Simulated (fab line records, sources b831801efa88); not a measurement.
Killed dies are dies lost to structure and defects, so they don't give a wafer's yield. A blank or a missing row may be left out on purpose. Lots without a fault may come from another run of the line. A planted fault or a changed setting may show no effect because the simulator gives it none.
fab line records | flow sky130
record lots=11 wafers=33 last_day=50
route steps=708 shown POLY_GATE@227 LDD_HVP@287 CONTACT@430 METAL2@502 PAD_OPEN@708
lots that met no fault: from a run of the same line without faults
start_h: hours from the record's first day to the start of the lot's first wafer shown | wait_h: hours since the lot's step before | " the same as in the row above | L1.1+2: a row that stands for several wafers | - no value, or no start given | * or withheld: withheld | < > ~ a bound
route shown NAME@n: a module of which the file shows steps, and the number in the route of the first | usual: mean/standard deviation of fault-free wafers | same: alike in all rows | chamber/n: place in a boat | sites: the reading at each site | _std_site: their standard deviation | _edge_site: outer sites' mean less inner sites' | radius_mm: how far each site lies from the wafer's centre | mask NAME#n: copy n | behind: the tool/chamber that last shaped the wafer | hold: why the lot was held/for how many hours/how that ended | device: the transistor (n, p or np) that didn't switch | end of line: the same wafers' tests at the end of the route | a step without rows: its recipe alone | killed: dies lost to structure and defects at the first sort, not the wafer's yield | map: a wafer's dies, x killed, . not, _ none there
set.NAME: the setting as run; set.NAME@STEP: as run at that earlier step | model.NAME: the simulator's own value behind a step, which no gauge read
steps of the route over a sample of lots; a table a step, a row a wafer
services: from which hour (start_h, from the record's first day; less than 0 if before it) a tool's chamber was out of use, for how many hours, and why
## steps
# step SKY_POLY_GATE_CD_MEAS_13
# recipe target_cd_nm=150
# usual cd_nm=149.9/1.6
# columns lot.wafer tool chamber start_h wait_h cd_nm
L963.1 cd_sem-01 - 380.57 - 149.1
L963.5 " - " " 150.3
L963.6 " - " " 150.3
L964.3 cd_sem-01 - 380.84 - 150.7
L964.4 " - " " 149.6
L964.5 " - " " 149.8
L967.1 cd_sem-02 - 411.07 - 152.0
L967.2 " - " " 150.9
L967.3 " - " " 151.3
L966.1 cd_sem-02 - 412.07 - 152.4
L966.4 " - " " 149.8
L966.6 " - " " 150.7
L968.1 cd_sem-02 - 449.55 - 146.3
L968.3 " - " " 149.3
L968.6 " - " " 147.9
L970.3 cd_sem-02 - 474.06 - 150.0
L970.4 " - " " 149.5
L970.5 " - " " 149.3
L978.2 cd_sem-02 - 517.07 - 152.8
L978.4 " - " " 153.5
L978.6 " - " " 153.3
L982.1 cd_sem-02 - 547.17 - 151.9
L982.4 " - " " 152.1
L982.5 " - " " 150.6
L983.2 cd_sem-02 - 556.06 - 150.9
L983.3 " - " " 149.1
L983.6 " - " " 148.4
L984.3 cd_sem-01 - 562.54 - 146.9
L984.4 " - " " 147.4
L984.5 " - " " 146.6
L985.1 cd_sem-01 - 563.65 - 148.3
L985.4 " - " " 148.1
L985.6 " - " " 148.4
# step SKY_LDD_HVP_STRIP_09
# recipe chemistry=O2/N2 power_w=1400 pressure_mtorr=1500 platen_temp_c=withheld o2_flow_sccm=3000 n2_flow_sccm=300 overash_fraction=0.5
# usual drypump_motor_current_A=5.72/0.24 oes_product_au=0.409/0.0041 strip_time_to_endpoint_s=4.136/0.011
# columns lot.wafer tool chamber start_h wait_h drypump_motor_current_A oes_product_au rf_hours_counter_h strip_time_to_endpoint_s
L963.1 plasma_asher-01 0 506.74 0.1 5.72 0.405 70 4.130
L963.5 " 0 " " 5.73 0.406 - 4.130
L963.6 " 1 " " 5.88 0.412 - 4.143
L964.3 plasma_asher-02 0 509.27 0.1 5.33 0.413 - 4.147
L964.4 " 1 " " 5.46 0.409 - 4.120
L964.5 " 1 " " 5.46 0.411 - 4.137
L967.1 plasma_asher-03 0 539.80 0.1 6.04 0.407 11 4.159
L967.2 " 1 " " 5.63 0.406 11 4.136
L967.3 " 0 " " 6.02 0.411 - 4.144
L966.1 plasma_asher-02 1 539.99 0.1 5.50 0.404 86 4.111
L966.4 " 0 " " 5.36 0.409 - 4.133
L966.6 " 1 " " 5.50 0.410 - 4.151
L968.1 plasma_asher-01 0 576.14 0.1 5.73 0.410 77 4.121
L968.3 " 1 " " 5.89 0.409 - 4.136
L968.6 " 1 " " 5.89 0.410 - 4.125
L970.3 plasma_asher-03 0 597.99 0.1 6.04 0.406 - 4.136
L970.4 " 1 " " 5.62 0.408 - 4.152
L970.5 " 0 " " 6.03 0.400 - 4.149
L978.2 plasma_asher-02 1 641.98 0.1 5.50 0.411 95 4.149
L978.4 " 1 " " 5.53 0.403 - 4.144
L978.6 " 1 " " 5.50 0.405 - 4.156
L982.1 plasma_asher-02 0 665.48 0.1 5.36 0.405 97 4.148
L982.4 " 0 " " 5.37 0.415 - 4.127
L982.5 " 1 " " 5.47 0.408 - 4.142
L983.2 plasma_asher-02 1 675.74 0.1 5.48 0.407 98 4.123
L983.3 " 1 " " 5.48 0.411 - 4.158
L983.6 " 0 " " 5.34 0.416 - 4.130
L985.1 plasma_asher-03 1 683.04 0.1 5.59 0.407 25 4.129
L985.4 " 0 " " 6.04 0.414 - 4.124
L985.6 " 1 " " 5.62 0.407 - 4.135
L984.3 plasma_asher-03 1 684.24 0.1 5.61 0.402 - 4.146
L984.4 " 0 " " 6.02 0.402 - 4.143
L984.5 " 1 " " 5.63 0.411 - 4.132
# step SKY_CONTACT_CVD_24
# recipe material=W target_thk_nm=340 time_s=102.12 temp_c=400 pressure_torr=40
# usual heater_power_w=928/33
# columns lot.wafer tool chamber start_h wait_h heater_power_w
L963.1 cvd_w-02 0 747.56 0.0 943
L963.5 " 1 " " 943
L963.6 " 0 " " 958
L964.3 cvd_w-01 0 749.42 0.1 892
L964.4 " 1 " " 904
L964.5 " 0 " " 901
L967.1 cvd_w-02 0 775.95 0.0 948
L967.2 " 1 " " 936
L967.3 " 1 " " 962
L966.1 cvd_w-01 1 778.21 0.0 875
L966.4 " 1 " " 879
L966.6 " 0 " " 922
L968.1 cvd_w-01 0 809.08 0.0 938
L968.3 " 1 " " 891
L968.6 " 0 " " 916
L970.3 cvd_w-01 1 827.23 0.1 889
L970.4 " 0 " " 905
L970.5 " 0 " " 931
L978.2 cvd_w-01 0 869.46 0.0 934
L978.4 " 1 " " 897
L978.6 " 0 " " 915
L982.1 cvd_w-02 0 891.08 0.0 983
L982.4 " 1 " " 952
L982.5 " 0 " " 937
L983.2 cvd_w-01 1 900.54 0.0 898
L983.3 " 0 " " 886
L983.6 " 0 " " 907
L985.1 cvd_w-02 0 906.15 0.0 989
L985.4 " 0 " " 961
L985.6 " 1 " " 958
L984.3 cvd_w-02 0 908.59 0.1 955
L984.4 " 1 " " 945
L984.5 " 0 " " 969
# step SKY_METAL2_METAL_ETCH_19
# recipe target_depth_a=3600 stop_on=SiO2 over_etch_frac=0.3 time_s=78 chemistry=Cl2/BCl3 resist_sidewall_deg=88 pressure_mtorr=10 icp_w=900 bias_w=48.5 Cl2_flow_sccm=60 bcl3_flow_sccm=30
# usual drypump_motor_current_A=5.7/0.33 mfc_cl2_sccm=60.01/0.2 oes_product_au=0.853/0.0058 throttle_valve_pct=22.265/0.01
# columns lot.wafer tool chamber start_h wait_h drypump_motor_current_A mfc_cl2_sccm oes_product_au rf_hours_counter_h throttle_valve_pct
L963.1 rie_metal-03 0 833.34 0.0 5.9 60.23 0.855 16 22.262
L963.5 " 0 " " 5.9 60.12 0.856 - 22.253
L963.6 " 1 " " 5.7 60.06 0.860 - 22.275
L964.3 rie_metal-03 0 835.52 0.1 5.9 60.05 0.858 - 22.274
L964.4 " 1 " " 5.6 60.23 0.847 - 22.271
L964.5 " 0 " " 5.9 60.17 0.855 - 22.270
L967.1 rie_metal-01 1 860.93 0.0 5.0 60.15 0.851 3 22.258
L967.2 " 0 " " 5.9 59.98 0.845 16 22.253
L967.3 " 0 " " 5.9 59.93 0.847 - 22.268
L966.1 rie_metal-04 0 863.02 0.0 5.9 60.25 0.855 8 22.269
L966.4 " 0 " " 5.8 60.21 0.843 - 22.277
L966.6 " 1 " " 5.7 60.10 0.858 - 22.251
L968.1 rie_metal-01 1 892.22 0.0 5.0 59.71 0.850 5 22.252
L968.3 " 0 " " 5.9 59.76 0.858 - 22.267
L968.6 " 1 " " 5.0 59.80 0.857 - 22.267
L970.3 rie_metal-04 1 909.31 0.1 5.7 60.36 0.865 - 22.280
L970.4 " 0 " " 5.9 60.21 0.856 - 22.261
L970.5 " 1 " " 5.7 60.17 0.857 - 22.267
L978.2 rie_metal-04 0 950.66 0.0 5.9 60.22 0.853 14 22.247
L978.4 " 1 " " 5.7 59.97 0.856 - 22.261
L978.6 " 0 " " 5.9 59.65 0.851 - 22.252
L982.1 rie_metal-03 1 969.73 0.0 5.7 59.86 0.866 9 22.264
L982.4 " 1 " " 5.7 59.75 0.867 - 22.257
L982.5 " 0 " " 5.9 59.69 0.827 - 22.282
L983.2 rie_metal-03 0 977.49 0.0 5.9 59.74 0.832 3 22.261
L983.3 " 1 " " 5.6 60.04 0.829 - 22.256
L983.6 " 1 " " 5.6 59.99 0.863 - 22.269
L985.1 rie_metal-01 1 982.63 0.0 5.0 59.96 0.863 10 22.264
L985.4 " 0 " " 5.9 59.87 0.848 - 22.274
L985.6 " 0 " " 5.9 60.15 0.866 - 22.256
L984.3 rie_metal-01 0 985.30 0.1 5.9 60.10 0.854 - 22.273
L984.4 " 1 " " 4.9 60.15 0.850 - 22.274
L984.5 " 1 " " 5.0 60.33 0.848 - 22.250
# step SKY_METAL2_STRIP_20
# recipe chemistry=O2/N2 power_w=1400 pressure_mtorr=1500 platen_temp_c=withheld o2_flow_sccm=3000 n2_flow_sccm=300 overash_fraction=0.5
# usual drypump_motor_current_A=5.7/0.41 oes_product_au=0.343/0.0052 strip_time_to_endpoint_s=2.70/0.051
# columns lot.wafer tool chamber start_h wait_h drypump_motor_current_A oes_product_au rf_hours_counter_h strip_time_to_endpoint_s
L963.1 plasma_asher-04 0 833.43 0.1 6.6 0.337 66 2.63
L963.5 " 0 " " 6.6 0.342 - 2.61
L963.6 " 1 " " 5.3 0.344 - 2.76
L964.3 plasma_asher-02 1 835.62 0.1 5.5 0.340 - 2.62
L964.4 " 0 " " 5.4 0.345 - 2.75
L964.5 " 0 " " 5.4 0.330 - 2.62
L967.1 plasma_asher-02 1 861.02 0.1 5.5 0.335 12 2.65
L967.2 " 0 " " 5.4 0.334 12 2.69
L967.3 " 0 " " 5.4 0.339 - 2.66
L966.1 plasma_asher-04 1 863.11 0.1 5.4 0.338 69 2.76
L966.4 " 0 " " 6.6 0.345 - 2.77
L966.6 " 0 " " 6.6 0.343 - 2.65
L968.1 plasma_asher-01 0 892.31 0.1 5.7 0.348 110 2.64
L968.3 " 1 " " 5.9 0.334 - 2.64
L968.6 " 0 " " 5.7 0.339 - 2.64
L970.3 plasma_asher-01 0 909.40 0.1 5.7 0.338 - 2.65
L970.4 " 1 " " 5.9 0.345 - 2.71
L970.5 " 1 " " 5.9 0.340 - 2.65
L978.2 plasma_asher-02 1 950.75 0.1 5.5 0.347 20 2.81
L978.4 " 0 " " 5.4 0.344 - 2.77
L978.6 " 0 " " 5.4 0.344 - 2.75
L982.1 plasma_asher-04 1 969.82 0.1 5.4 0.351 81 2.69
L982.4 " 1 " " 5.4 0.334 - 2.62
L982.5 " 1 " " 5.4 0.369 - 3.33
L983.2 plasma_asher-04 0 977.58 0.1 6.6 0.368 82 3.38
L983.3 " 1 " " 5.4 0.373 - 3.37
L983.6 " 1 " " 5.4 0.345 - 2.71
L985.1 plasma_asher-04 1 982.72 0.1 5.4 0.346 82 2.66
L985.4 " 1 " " 5.4 0.335 - 2.61
L985.6 " 1 " " 5.4 0.345 - 2.64
L984.3 plasma_asher-04 1 985.39 0.1 5.4 0.339 - 2.66
L984.4 " 0 " " 6.6 0.343 - 2.72
L984.5 " 1 " " 5.4 0.342 - 2.70
# step SKY_PAD_OPEN_PROBE_99
# usual defect_limited_yield=82.5/2 killed_at_M0_to_M3=44/7.7 killed_at_M4_up=3.0/1.9 killed_at_contacts=25/5.6 killed_at_front_end=15/4.6 killed_at_other=0.3/0.47 killed_dies=86/9.9 killed_on_rim=17/3.6 killed_open=47/7.4 killed_short=39/5.9 sort_bin_3_pad_short=0.8/0.37 sort_bin_5_function=10.4/1.5 sort_bin_6_memory=6.3/1 sort_n_pass=406/9.9 sort_yield_pct=82.5/2
# same gross_dies=492 killed_at_back_side=0 sort_bin_4_leakage[%]=0 sort_bin_8_speed[%]=0
# columns lot.wafer tool chamber start_h wait_h defect_limited_yield[%] killed_at_M0_to_M3 killed_at_M4_up killed_at_contacts killed_at_front_end killed_at_other killed_dies killed_on_rim killed_open killed_short sort_bin_3_pad_short[%] sort_bin_5_function[%] sort_bin_6_memory[%] sort_n_pass sort_yield_pct[%]
L982.1 prober-02 - 1189.91 0.1 83.5 41 6 25 9 0 81 16 49 32 0.4 10.6 5.5 411 83.5
L982.4 prober-02 - 1190.06 0.2 85.0 28 3 23 20 0 74 17 40 30 0.8 8.7 5.5 418 85.0
L982.5 prober-02 - 1190.11 0.2 2.0 444 1 24 11 2 482 95 37 41 0.4 92.5 5.1 10 2.0
L983.2 prober-01 - 1195.17 0.1 0 456 2 26 7 1 492 96 42 31 0.6 94.5 4.9 0 0
L983.3 prober-01 - 1195.22 0.2 1.4 445 1 22 17 0 485 96 50 41 0.6 90.0 7.9 7 1.4
L983.6 prober-01 - 1195.37 0.2 83.3 37 6 26 13 0 82 18 49 33 0.6 9.8 6.3 410 83.3
L984.5 prober-02 - 1199.27 0.2 85.0 38 1 17 18 0 74 15 39 35 1.0 8.1 5.9 418 85.0
# killed by level:class
L982.1 VIA1:geometric_particle:open=13 LI_CONTACT:geometric_particle:open=9 VIA2:geometric_particle:open=8 CONTACT:geometric_particle:short=6 CONTACT:geometric_particle:open=5 VIA3:geometric_particle:open=5 METAL2:geometric_particle:short=4 METAL4:geometric_particle:short=4
L982.4 CONTACT:geometric_particle:open=12 VIA2:geometric_particle:open=7 FIELD_ISO:geometric_particle:open=5 FIELD_ISO:geometric_particle:short=4 CONTACT:geometric_particle:short=4 POLY_GATE:area_etch=4 METAL2:geometric_particle:open=3 SPACER:geometric_particle:short=3
L982.5 METAL2:area_etch=404 VIA3:geometric_particle:open=8 VIA1:geometric_particle:open=7 METAL2:geometric_particle:short=7 LI_CONTACT:geometric_particle:short=6 CONTACT:geometric_particle:short=6 FIELD_ISO:geometric_particle:open=5 LI_CONTACT:geometric_particle:open=5
L983.2 METAL2:area_etch=419 LI_CONTACT:geometric_particle:open=11 VIA1:geometric_particle:open=9 CONTACT:geometric_particle:open=6 CONTACT:geometric_particle:short=5 VIA1:geometric_particle:short=5 VIA2:geometric_particle:short=4 VIA2:geometric_particle:open=4
L983.3 METAL2:area_etch=394 LI_CONTACT:geometric_particle:open=9 VIA1:geometric_particle:open=9 VIA2:geometric_particle:open=7 FIELD_ISO:geometric_particle:short=6 CONTACT:geometric_particle:open=6 VIA3:geometric_particle:short=6 POLY_GATE:geometric_particle:open=5
L983.6 VIA1:geometric_particle:open=10 VIA2:geometric_particle:open=8 CONTACT:geometric_particle:short=7 CONTACT:geometric_particle:open=7 LI_CONTACT:geometric_particle:open=5 METAL4:geometric_particle:short=5 FIELD_ISO:geometric_particle:open=4 LI_CONTACT:geometric_particle:short=4
L984.5 VIA1:geometric_particle:open=10 METAL2:geometric_particle:short=6 VIA2:geometric_particle:open=5 FIELD_ISO:geometric_particle:short=4 FIELD_ISO:geometric_particle:open=4 VIA1:geometric_particle:short=4 LI_CONTACT:geometric_particle:open=4 CONTACT:geometric_particle:open=4
## services
# columns tool chamber start_h hours kind
cvd_w-01 - 512.74 2.8 pm
plasma_asher-03 - 516.59 2.8 pm
rie_metal-01 - 561.87 2.8 pm
rie_metal-01 - 570.29 28.1 pm
cvd_w-02 - 583.66 0.5 repair
cvd_w-01 1 597.45 16.0 repair
plasma_asher-01 - 608.61 1.0 repair
cvd_w-01 - 621.03 0.5 repair
plasma_asher-02 - 657.29 1.4 repair
rie_metal-03 - 659.82 0.3 repair
plasma_asher-04 - 688.12 7.9 repair
plasma_asher-03 - 714.82 41.4 repair
plasma_asher-02 - 733.75 9.0 pm
rie_metal-01 1 746.58 1.3 repair
cvd_w-01 1 761.75 6.0 repair
cvd_w-02 - 902.68 2.8 pm
cvd_w-01 - 904.00 14.0 pm
plasma_asher-02 - 907.00 2.8 pm
cvd_w-01 - 918.00 6.9 pm
plasma_asher-02 - 932.49 1.5 repair
plasma_asher-02 - 937.08 7.5 repair
plasma_asher-04 - 937.61 0.4 repair
plasma_asher-04 - 948.53 1.4 repair
cvd_w-02 0 965.39 4.6 repair
## key
first_sign step=SKY_METAL2_METAL_ETCH_19 reading=oes_product_au direction=down sigmas=4.1 usual=0.853 struck=0.829
effect step=SKY_METAL2_STRIP_20 reading=strip_time_to_endpoint_s direction=up sigmas=13 usual=* struck=*
effect step=SKY_PAD_OPEN_PROBE_99 reading=sort_bin_5_function direction=up sigmas=54 usual=10.4 struck=92.3
more_kills_born_at SKY_METAL2_METAL_ETCH_19@rie_metal-03=1217
met_at SKY_METAL2_METAL_ETCH_19
struck_lots L982,L983
struck_wafers L982.5,L983.2,L983.3
later_rows_left_out L982.5,L983.2,L983.3
not_acting_at SKY_POLY_GATE_CD_MEAS_13,SKY_LDD_HVP_STRIP_09,SKY_CONTACT_CVD_24
onset_between 835.52 969.73
fault kind=process_parameter_drift tool=rie_metal-03 chamber=- onset_h=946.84 steps=SKY_METAL2_METAL_ETCH_19 channel=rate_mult offset=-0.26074 shape=step end_h=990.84 scope=struck_wafers_only
# later_rows_left_out: the simulator's readings of these wafers behind a module that went badly wrong aren't trusted and aren't shown, but for the sort
